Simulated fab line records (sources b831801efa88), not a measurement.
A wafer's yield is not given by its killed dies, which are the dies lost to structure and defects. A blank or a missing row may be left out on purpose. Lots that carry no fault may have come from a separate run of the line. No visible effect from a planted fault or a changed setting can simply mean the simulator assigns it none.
Which of the tools did it?	flow sky130	Sampling: 13 lots, 39 wafers, 2 of 708 route steps

== WHAT THE GAUGES READ, wafer by wafer ==
SKY_VIA2_BOW_MEAS_03. Usual: for VIA2_BOW the level is 86 um and the standard deviation is 6.7.
lot	measured	on	VIA2_BOW (um)	flag
L106	day 35 19:10	filmMetro-04	90 89 93	
L105	day 35 21:28	filmMetro-04	78 81 86	
L108	day 36 03:54	filmMetro-03	78 87 96	
L110	day 36 18:47	filmMetro-04	82 83 92	
L111	day 37 07:32	filmMetro-04	87 87 80	
L112	day 37 17:53	filmMetro-03	90 87 92	
L113	day 38 03:37	filmMetro-01	79 96 80	
L115	day 38 15:26	filmMetro-04	74 78 83	
L114	day 38 21:55	filmMetro-01	91 97 91	
L120	day 39 23:04	filmMetro-01	82 92 83	
L122	day 40 13:10	filmMetro-01	98 90 91	
L127	day 41 23:06	filmMetro-04	83 89 92	
L128	day 42 03:13	filmMetro-01	82 87 75	

SKY_VIA3_OVL_MEAS_13. Usual: for VIA3_OVL the level is -1 nm and the standard deviation is 5.6.
lot	measured	on	VIA3_OVL (nm)	flag
L106	day 40 02:40	overlay-02	-5 -8 -4	
L105	day 40 04:43	overlay-01	4 7 10	
L108	day 40 09:31	overlay-01	2 -3 2	
L110	day 41 01:26	overlay-02	-1 -7 -10	
L111	day 41 11:52	overlay-02	-6 -6 0	
L112	day 41 22:09	overlay-02	-5 3 3	
L113	day 42 09:03	overlay-01	2 9 3	
L115	day 42 17:03	overlay-02	12 7 13	
L114	day 42 22:22	overlay-02	4 6 -4	
L120	day 43 21:59	overlay-01	-2 -1 -1	
L122	day 44 16:44	overlay-02	-10 -7 -1	
L127	day 45 20:34	overlay-02	-1 -5 -2	
L128	day 46 00:17	overlay-02	7 -1 2	

== TOOL THAT RAN EACH LOT (tool first, then ch and the chambers of the sampled wafers, then the start) ==
There is no process step in the record ahead of these readings.

== WHAT THE TOOLS THEMSELVES READ (means of the sampled wafers that have a number; where no wafer has one, the mark that the record gives instead) ==
The record holds no such reading with a usual standard deviation.

== THE ANSWER, worked out from the rows above alone ==
Rule: lot off if the mean of its wafers having a number is beyond 3 standard deviations from the usual mean. Also off: a lot with no number at a reading for which 4 or more lots have one. Any other lot the step has rows for is counted as sound. After the gauges, taken in route order, come the tools' own readings; for these a lot's mean is taken, as printed above. At the first step where some lot is off, the reading lying furthest off is the one used; lots without a number count as furthest.
None of the lots is off at any reading shown; this tells nothing.

== WHAT HAD BEEN PUT IN BY THE SIMULATOR ==
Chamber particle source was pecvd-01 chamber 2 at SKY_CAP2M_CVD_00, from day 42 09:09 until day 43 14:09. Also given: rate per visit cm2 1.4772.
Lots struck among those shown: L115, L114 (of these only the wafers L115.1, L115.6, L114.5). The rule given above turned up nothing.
